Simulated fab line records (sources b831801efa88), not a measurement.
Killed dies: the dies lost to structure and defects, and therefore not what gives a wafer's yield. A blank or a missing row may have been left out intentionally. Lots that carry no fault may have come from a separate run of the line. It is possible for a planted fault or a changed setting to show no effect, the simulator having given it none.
Matching of chambers    flow gf180mcu    rie_diel-04 running GF_V5_ETCH_16: 4 sister chambers
The step etches BARC in N2/H2. 8 wafers are shown with their chamber, then 7 later ones without.

WAFERS PAIRED WITH THEIR CHAMBERS
wafer   chamber  oes_product_au (a.u.)  throttle_valve_pct (%)
L631.2  0        0.852                  13.237
L631.5  3        0.854                  13.233
L638.4  0        0.857                  13.220
L641.2  2        0.854                  13.228
L641.5  2        0.858                  13.232
L641.6  1        0.844                  13.226
L642.3  3        0.848                  13.222
L642.4  1        0.845                  13.223

WAFERS WHOSE CHAMBER IS MISSING
wafer   oes_product_au (a.u.)  throttle_valve_pct (%)
L642.6  0.855                  13.229
L643.3  0.850                  13.217
L643.5  0.851                  13.238
L643.6  0.857                  13.216
L647.1  0.845                  13.237
L647.4  0.854                  13.217
L647.5  0.854                  13.224

WHICH CHAMBER EACH WENT THROUGH
wafer   from the rows above                in truth
L642.6  can't be placed: 0 or 2 or 3       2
L643.3  can't be placed: 3 or 1 or 0 or 2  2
L643.5  can't be placed: 3 or 0 or 2 or 1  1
L643.6  can't be placed: 0 or 2 or 3       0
L647.1  can't be placed: 1 or 3 or 0 or 2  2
L647.4  can't be placed: 0 or 3 or 2 or 1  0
L647.5  can't be placed: 0 or 2 or 3       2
0 of 7 placed correctly. Not placeable from these rows: 7 (in 7, the candidates include the true chamber). Placed wrongly: 0.
How it was worked out, from the rows above alone: a wafer's distance from a chamber is the root of the sum, over the readings, of the square of ((its reading less the chamber's mean) divided by the reading's scatter). The wafer belongs to the nearest chamber; if the next one is less than 2 further off, it can't be placed. A chamber's mean is the mean of its shown wafers. The scatter: take each reading less its chamber's mean, square it, sum over the shown wafers, divide by the number of wafers less the number of chambers, and take the root.
